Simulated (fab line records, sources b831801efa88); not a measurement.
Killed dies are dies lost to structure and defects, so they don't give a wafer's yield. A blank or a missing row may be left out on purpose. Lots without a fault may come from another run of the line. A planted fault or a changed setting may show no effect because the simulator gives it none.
Tool commonality check | flow gf180mcu | 15 lots, 54 wafers sampled

WHY IT WAS OPENED
At GF_HV_LDD_TW_MEAS_38 the reading HV_LDD_3_TW is flagged on 3 of 15 lots. Wafers without a fault read 1447, standard deviation 6.7.
Rule: a lot is flagged when every wafer of it that has a number lies more than 4 standard deviations from that mean, or none has a number. The other lots count as sound.

lot  | measured     | on            | HV_LDD_3_TW, wafer by wafer   | flag
L162 | day 11 15:49 | film_metro-04 | 1447 1442 1446                |
L163 | day 11 20:16 | film_metro-03 | 1444 1440 1439                |
L165 | day 12 11:10 | film_metro-04 | 1456 1437 1454                |
L168 | day 13 12:19 | film_metro-03 | 1443 1449 1453                |
L169 | day 13 19:04 | film_metro-04 | 1452 1451 1462                |
L170 | day 14 07:01 | film_metro-03 | 1435 1431 1434                |
L171 | day 14 12:02 | film_metro-04 | 1452 1458 1468                |
L172 | day 14 21:05 | film_metro-03 | 1437 1437 1445                |
L173 | day 15 03:29 | film_metro-01 | 1446 1446 1449                |
L174 | day 15 08:34 | film_metro-04 | 1447 1447 1448                |
L175 | day 15 17:20 | film_metro-01 | 1440 1455 1444                |
L178 | day 16 23:50 | film_metro-03 | 1314 1312 1323 1322 1320 1315 | FLAGGED
L179 | day 17 00:49 | film_metro-01 | 1320 1327 1325 1331 1335 1328 | FLAGGED
L180 | day 17 15:53 | film_metro-04 | 1324 1324 1319 1318 1323 1319 | FLAGGED
L185 | day 19 07:28 | film_metro-03 | 1443 1444 1450                |
The numbers of the flagged lots are 1322 on average: -125 against the usual, or -19 standard deviations.

WHICH TOOL RAN EACH LOT
The record holds 1 process step before the reading, out of a route of 602 steps. In each cell: the tool, then ch and the chambers that the sampled wafers went through, then the start.
lot  | flag    | GF_HV_LDD_IMPLANT_36
L162 |         | implanter-02 ch 0, day 11 15:34
L163 |         | implanter-01 ch 0, day 11 20:01
L165 |         | implanter-01 ch 0, day 12 10:55
L168 |         | implanter-03 ch 0, day 13 12:04
L169 |         | implanter-02 ch 0, day 13 18:49
L170 |         | implanter-01 ch 0, day 14 06:46
L171 |         | implanter-02 ch 0, day 14 11:48
L172 |         | implanter-01 ch 0, day 14 20:51
L173 |         | implanter-03 ch 0, day 15 03:17
L174 |         | implanter-03 ch 0, day 15 08:20
L175 |         | implanter-01 ch 0, day 15 17:05
L178 | FLAGGED | implanter-02, day 16 23:35
L179 | FLAGGED | implanter-03, day 17 00:34
L180 | FLAGGED | implanter-01, day 17 15:38
L185 |         | implanter-02 ch 0, day 19 07:14
What these steps do:
- GF_HV_LDD_IMPLANT_36
- GF_HV_LDD_TW_MEAS_38

FLAGGED OVER TOTAL, TOOL BY TOOL (the gauges that took the reading come last)
step                 | tool          | lots run | flagged | share of the flagged lots | sound lots run after its first flagged lot
GF_HV_LDD_IMPLANT_36 | implanter-01  | 6        | 1       | some                      | 0
GF_HV_LDD_IMPLANT_36 | implanter-02  | 5        | 1       | some                      | 1 (L185)
GF_HV_LDD_IMPLANT_36 | implanter-03  | 4        | 1       | some                      | 0
GF_HV_LDD_TW_MEAS_38 | film_metro-01 | 3        | 1       | some                      | 0
GF_HV_LDD_TW_MEAS_38 | film_metro-03 | 6        | 1       | some                      | 1 (L185)
GF_HV_LDD_TW_MEAS_38 | film_metro-04 | 6        | 1       | some                      | 0

WHAT THE TABLE ALLOWS
No row of the table ran every flagged lot.

WHAT THE SIMULATOR HAD PUT IN
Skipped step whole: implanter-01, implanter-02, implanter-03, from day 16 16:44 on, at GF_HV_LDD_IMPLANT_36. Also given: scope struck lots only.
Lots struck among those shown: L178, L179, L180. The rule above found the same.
